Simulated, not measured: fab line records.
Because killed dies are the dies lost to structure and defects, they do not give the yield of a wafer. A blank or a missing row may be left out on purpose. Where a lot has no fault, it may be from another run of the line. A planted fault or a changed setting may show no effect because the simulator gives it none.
Chamber matching / flow gf180mcu / cmp-01 running GF_CONTACT_CMP_04: 4 sister chambers
The step polishes SiO2. 54 wafers are shown with their chamber, then 12 later ones without.

WAFERS, EACH WITH ITS CHAMBER
wafer=L077.2; chamber=2; motor-current-A (A)=10.8; time-to-endpoint-s (s)=105
wafer=L077.3; chamber=1; motor-current-A (A)=11.2; time-to-endpoint-s (s)=105
wafer=L077.4; chamber=0; motor-current-A (A)=14.0; time-to-endpoint-s (s)=108
wafer=L079.1; chamber=2; motor-current-A (A)=11.0; time-to-endpoint-s (s)=108
wafer=L079.4; chamber=1; motor-current-A (A)=11.1; time-to-endpoint-s (s)=111
wafer=L079.6; chamber=2; motor-current-A (A)=11.2; time-to-endpoint-s (s)=118
wafer=L079.2; chamber=3; motor-current-A (A)=13.4; time-to-endpoint-s (s)=103
wafer=L079.3; chamber=0; motor-current-A (A)=13.8; time-to-endpoint-s (s)=108
wafer=L079.5; chamber=3; motor-current-A (A)=13.3; time-to-endpoint-s (s)=116
wafer=L081.1; chamber=3; motor-current-A (A)=13.2; time-to-endpoint-s (s)=113
wafer=L081.2; chamber=0; motor-current-A (A)=13.5; time-to-endpoint-s (s)=109
wafer=L081.6; chamber=0; motor-current-A (A)=14.1; time-to-endpoint-s (s)=123
wafer=L081.3; chamber=1; motor-current-A (A)=11.2; time-to-endpoint-s (s)=113
wafer=L081.4; chamber=2; motor-current-A (A)=11.0; time-to-endpoint-s (s)=123
wafer=L081.5; chamber=1; motor-current-A (A)=10.9; time-to-endpoint-s (s)=119
wafer=L082.1; chamber=0; motor-current-A (A)=13.3; time-to-endpoint-s (s)=108
wafer=L082.2; chamber=3; motor-current-A (A)=14.1; time-to-endpoint-s (s)=112
wafer=L082.6; chamber=3; motor-current-A (A)=13.7; time-to-endpoint-s (s)=119
wafer=L082.3; chamber=1; motor-current-A (A)=11.1; time-to-endpoint-s (s)=116
wafer=L082.4; chamber=2; motor-current-A (A)=10.4; time-to-endpoint-s (s)=117
wafer=L082.5; chamber=0; motor-current-A (A)=13.6; time-to-endpoint-s (s)=116
wafer=L084.1; chamber=2; motor-current-A (A)=10.9; time-to-endpoint-s (s)=114
wafer=L084.3; chamber=0; motor-current-A (A)=13.5; time-to-endpoint-s (s)=110
wafer=L084.4; chamber=3; motor-current-A (A)=14.7; time-to-endpoint-s (s)=120
wafer=L086.1; chamber=2; motor-current-A (A)=9.9; time-to-endpoint-s (s)=114
wafer=L086.4; chamber=0; motor-current-A (A)=14.1; time-to-endpoint-s (s)=115
wafer=L086.5; chamber=0; motor-current-A (A)=13.5; time-to-endpoint-s (s)=111
wafer=L086.2; chamber=3; motor-current-A (A)=13.8; time-to-endpoint-s (s)=110
wafer=L086.3; chamber=1; motor-current-A (A)=11.4; time-to-endpoint-s (s)=112
wafer=L086.6; chamber=1; motor-current-A (A)=10.9; time-to-endpoint-s (s)=120
wafer=L087.3; chamber=1; motor-current-A (A)=11.1; time-to-endpoint-s (s)=105
wafer=L087.4; chamber=2; motor-current-A (A)=10.2; time-to-endpoint-s (s)=110
wafer=L087.6; chamber=2; motor-current-A (A)=10.4; time-to-endpoint-s (s)=107
wafer=L088.1; chamber=3; motor-current-A (A)=12.3; time-to-endpoint-s (s)=112
wafer=L088.4; chamber=1; motor-current-A (A)=11.0; time-to-endpoint-s (s)=120
wafer=L088.5; chamber=0; motor-current-A (A)=13.2; time-to-endpoint-s (s)=122
wafer=L090.1; chamber=0; motor-current-A (A)=13.2; time-to-endpoint-s (s)=113
wafer=L090.4; chamber=1; motor-current-A (A)=10.9; time-to-endpoint-s (s)=120
wafer=L090.5; chamber=1; motor-current-A (A)=11.0; time-to-endpoint-s (s)=118
wafer=L089.3; chamber=2; motor-current-A (A)=10.7; time-to-endpoint-s (s)=121
wafer=L089.4; chamber=0; motor-current-A (A)=13.3; time-to-endpoint-s (s)=109
wafer=L089.5; chamber=3; motor-current-A (A)=13.2; time-to-endpoint-s (s)=109
wafer=L089.1; chamber=1; motor-current-A (A)=11.0; time-to-endpoint-s (s)=108
wafer=L089.2; chamber=3; motor-current-A (A)=12.7; time-to-endpoint-s (s)=106
wafer=L089.6; chamber=2; motor-current-A (A)=10.3; time-to-endpoint-s (s)=111
wafer=L092.1; chamber=1; motor-current-A (A)=11.4; time-to-endpoint-s (s)=108
wafer=L092.3; chamber=2; motor-current-A (A)=11.2; time-to-endpoint-s (s)=117
wafer=L092.4; chamber=3; motor-current-A (A)=13.1; time-to-endpoint-s (s)=110
wafer=L092.2; chamber=0; motor-current-A (A)=14.0; time-to-endpoint-s (s)=104
wafer=L092.5; chamber=2; motor-current-A (A)=10.5; time-to-endpoint-s (s)=116
wafer=L092.6; chamber=3; motor-current-A (A)=14.0; time-to-endpoint-s (s)=114
wafer=L093.2; chamber=3; motor-current-A (A)=13.2; time-to-endpoint-s (s)=117
wafer=L093.5; chamber=3; motor-current-A (A)=13.0; time-to-endpoint-s (s)=117
wafer=L093.6; chamber=2; motor-current-A (A)=10.1; time-to-endpoint-s (s)=119

SIGNATURES, as means of the wafers listed above
reading=motor-current-A; chamber 0=13.623; chamber 1=11.092; chamber 2=10.614; chamber 3=13.407; scatter within a chamber=0.421
reading=time-to-endpoint-s; chamber 0=112.00; chamber 1=113.46; chamber 2=114.29; chamber 3=112.71; scatter within a chamber=5.43
Rule: a wafer's distance from a chamber is the root of the sum, over the readings, of the square of ((its reading less the chamber's mean) divided by the reading's scatter). The wafer belongs to the nearest chamber; if the next one is less than 2 further off, it can't be placed. The scatter: the root of (the sum of the squares of (reading less its chamber's mean) over the shown wafers, divided by (wafers less chambers)).

WAFERS MISSING THEIR CHAMBER
wafer=L094.1; motor-current-A (A)=10.6; time-to-endpoint-s (s)=106
wafer=L094.2; motor-current-A (A)=13.5; time-to-endpoint-s (s)=106
wafer=L094.5; motor-current-A (A)=13.2; time-to-endpoint-s (s)=112
wafer=L095.1; motor-current-A (A)=13.0; time-to-endpoint-s (s)=113
wafer=L095.2; motor-current-A (A)=10.9; time-to-endpoint-s (s)=114
wafer=L095.4; motor-current-A (A)=10.4; time-to-endpoint-s (s)=121
wafer=L096.1; motor-current-A (A)=11.2; time-to-endpoint-s (s)=110
wafer=L096.2; motor-current-A (A)=10.4; time-to-endpoint-s (s)=109
wafer=L096.3; motor-current-A (A)=13.5; time-to-endpoint-s (s)=108
wafer=L096.4; motor-current-A (A)=13.5; time-to-endpoint-s (s)=117
wafer=L096.5; motor-current-A (A)=10.6; time-to-endpoint-s (s)=115
wafer=L096.6; motor-current-A (A)=13.5; time-to-endpoint-s (s)=115

EACH ONE'S CHAMBER
wafer=L094.1; from the rows above=can't be placed: 2 or 1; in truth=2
wafer=L094.2; from the rows above=can't be placed: 0 or 3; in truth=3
wafer=L094.5; from the rows above=can't be placed: 3 or 0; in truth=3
wafer=L095.1; from the rows above=can't be placed: 3 or 0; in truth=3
wafer=L095.2; from the rows above=can't be placed: 1 or 2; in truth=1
wafer=L095.4; from the rows above=can't be placed: 2 or 1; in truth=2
wafer=L096.1; from the rows above=can't be placed: 1 or 2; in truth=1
wafer=L096.2; from the rows above=can't be placed: 2 or 1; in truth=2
wafer=L096.3; from the rows above=can't be placed: 0 or 3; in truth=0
wafer=L096.4; from the rows above=can't be placed: 3 or 0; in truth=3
wafer=L096.5; from the rows above=can't be placed: 2 or 1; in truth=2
wafer=L096.6; from the rows above=can't be placed: 3 or 0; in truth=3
Placed correctly: 0 of 12. These rows do not allow placing 12 (true chamber among the candidates in 12). Placed wrongly: 0.
